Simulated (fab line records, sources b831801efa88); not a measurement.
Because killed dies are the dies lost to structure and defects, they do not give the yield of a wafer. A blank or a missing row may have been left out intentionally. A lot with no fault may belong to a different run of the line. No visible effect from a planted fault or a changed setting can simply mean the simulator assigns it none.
Comparing a struck lot with a sound one + flow sky130 + 14 out of 708 route steps
Sound: these wafers, L389.2, L389.4, L389.5. Struck: wafers L399.2, L399.5, L399.6. Last of all comes the cause.
For every step that has rows: the tool of each side, followed by ch and its chambers, followed by its first start. Under that, the readings that differ: sound wafers + struck wafers + difference of the means + sigmas: that difference in standard deviations of wafers without a fault.
alike: a reading whose means differ by less than 2 such deviations, as well as words and numbers matching on both sides. not compared: withheld readings; readings where some wafer has no value; bounds like >300 that might hide an equal value; numbers whose values overlap and for which the record gives no deviation.
A row with sigmas, a row that says differs or no value, or rows on one side alone: a step with any of these is where the two part. Non-overlapping numbers with no deviation appear without sigmas and do not part them. A reading that every wafer of one side lacks parts them only if that side has two wafers or more.

first, 4 steps without rows for these wafers: SKY_METAL1_STRIP_21 (strips in post etch residue remover, time 1200 s); SKY_METAL1_CLEAN_22 (cleans in IPA, time 180 s); SKY_METAL1_CLEAN_23 (cleans in O3/DIW); SKY_VIA1_HDPCVD_00 (deposits SiO2, target thk 1030 nm, time 171.7 s).
SKY_VIA1_THK_MEAS_01:
  sound on film-metro-02 at day 35 08:08; struck on film-metro-04 at day 38 18:05
  alike: VIA1_HDPCVD_THK
SKY_VIA1_CMP_02: polishes SiO2.
  sound on cmp-02 ch 0,3, day 35 08:11; struck on cmp-01 ch 1,2,3, day 38 18:17
  alike: motor-current-A, slurry-filter-dp-kPa
SKY_VIA1_BOW_MEAS_03:
  sound on film-metro-01 at day 35 08:31; struck on film-metro-01 at day 38 18:27
  alike: VIA1_BOW
then, 5 steps without rows for these wafers: SKY_VIA1_DEHYDRATE_04 (time 60 s); SKY_VIA1_HMDS_05 (prime time 60 s); SKY_VIA1_COAT_06 (resist thk 60 nm); SKY_VIA1_COAT_07 (resist thk 450 nm); SKY_VIA1_SOFTBAKE_08 (time 90 s).
SKY_VIA1_EXPOSE_09: exposes mask VIM, target cd 150 nm.
  sound on krf-scanner-01 ch 0, day 35 20:29; struck on krf-scanner-01, day 39 06:27
  no value came back on the struck wafers for exposure-dose-mJ-cm2, focus-offset-nm (nm), na; on the sound wafers exposure-dose-mJ-cm2 reads 37.95 37.96 37.97
  alike: mask
following that, these wafers have no rows for 1 step: SKY_VIA1_PEB_10.

WHERE THEY PART
Within this record, at SKY_VIA1_EXPOSE_09 only.

WHY: whatever the simulator had introduced
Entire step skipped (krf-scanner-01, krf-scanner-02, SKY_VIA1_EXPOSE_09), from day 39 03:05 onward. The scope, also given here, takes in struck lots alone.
